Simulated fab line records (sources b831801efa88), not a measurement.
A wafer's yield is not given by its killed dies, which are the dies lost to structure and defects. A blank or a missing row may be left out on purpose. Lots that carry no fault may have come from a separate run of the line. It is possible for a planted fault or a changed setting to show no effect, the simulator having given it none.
Struck lot and sound lot, side by side | flow gf180mcu | 14 out of 602 route steps
Sound: wafers L552.2, L552.3, L552.4. Wafers struck: L564.3, L564.5, L564.6. Last of all comes the cause.
Per side, at each step with rows, come the tool, then ch with its chambers, and then its first start. Under that, the readings that differ: sound wafers | struck wafers | difference of the means | sigmas: that difference in standard deviations of wafers without a fault.
alike: readings whose means differ by less than 2 such deviations, and words and numbers that are the same on both sides. not compared: withheld readings, readings that some wafer has no value for, bounds like >300 that may hide the same value, and numbers for which the record gives no deviation and whose values overlap.
The two part at a step that has a row with sigmas, a row that says differs or no value, or rows on one side only. Non-overlapping numbers with no deviation appear without sigmas and do not part them. Lack of a reading on every wafer of one side parts them only where that side has two or more wafers.

GF_V3_OVL_MEAS_15:
  sound on overlay-01, day 22 16:13; struck on overlay-01, day 26 21:22
  alike: V3_OVL
GF_V3_ETCH_16: etches BARC in N2/H2.
  sound on rie diel-02 ch 1,2,3, day 22 16:14; struck on rie diel-03 ch 0,1, day 26 21:23
  reading                | sound                | struck               | difference | sigmas
  throttle valve pct (%) | 13.196 13.213 13.219 | 13.216 13.244 13.241 | +0.024     | +3
  alike: drypump motor current A, n2 flow sccm, oes product au
then, 1 step without rows for these wafers: GF_V3_ETCH_17 (etches SiO2 in C4F8/O2/Ar, stops on TiN, target depth 635 nm).
GF_V3_STRIP_18: strips in O2/N2.
  sound on plasma asher-04 ch 0,1, day 22 16:22; struck on plasma asher-04 ch 0,1, day 26 21:33
  alike: drypump motor current A, heater power w, n2 flow sccm, oes product au
  not compared: rf hours counter h
then, 2 steps without rows for these wafers: GF_V3_STRIP_19 (strips in post etch residue remover, time 1200 s); GF_V3_CLEAN_20 (cleans in DIW).
GF_V3_SPUTTER_21: material Ti, target thk 15 nm, time 80.02 s.
  sound on pvd sputter-01, day 22 16:55; struck on pvd sputter-01, day 26 22:04
  alike: cathode dc power W, chamber pressure pa, throttle valve pct
then, 1 step without rows for these wafers: GF_V3_SPUTTER_22 (material TiN, target thk 10 nm, time 40 s).
GF_V3_CVD_23: deposits W, target thk 350 nm, time 104.9 s.
  sound on cvd w-02 ch 0,1, day 22 17:01; struck on cvd w-02 ch 0,1, day 26 22:12
  alike: heater power w, susceptor temp C
  not compared: since wet clean h
GF_V3_RS_MEAS_24: measures by four-point-probe.
  sound on film metro-02, day 22 17:08; struck on film metro-01, day 26 22:19
  alike: V3_W_RS
GF_V3_THK_MEAS_25: measures by xrf.
  sound on film metro-02, day 22 17:15; struck on film metro-01, day 26 22:25
  alike: V3_W_THK
GF_V3_CMP_26: polishes, stops on SiO2, t overpolish 15 s, target thk 0 nm.
  sound on cmp-01 ch 1,2,3, day 22 17:21; struck on cmp-01 ch 1,2, day 26 22:30
  alike: head pressure psi, motor current A, overpolish run s, time to endpoint s
GF_M4_SPUTTER_00: material Ti, target thk 37.5 nm, time 150 s.
  sound on pvd sputter-03, day 22 17:36; struck on pvd sputter-02, day 26 22:45
  no value came back on the struck wafers for cathode dc power W (W), chamber pressure pa (Pa), throttle valve pct (%); on the sound wafers cathode dc power W (W) reads 3999.6 3999.3 4000.4
then, 1 step without rows for these wafers: GF_M4_SPUTTER_01 (material TiN, target thk 30 nm, time 25 s).

WHERE THEY PART
At GF_V3_ETCH_16 first; at GF_M4_SPUTTER_00 last (within this record only).

WHY: what had been put in by the simulator
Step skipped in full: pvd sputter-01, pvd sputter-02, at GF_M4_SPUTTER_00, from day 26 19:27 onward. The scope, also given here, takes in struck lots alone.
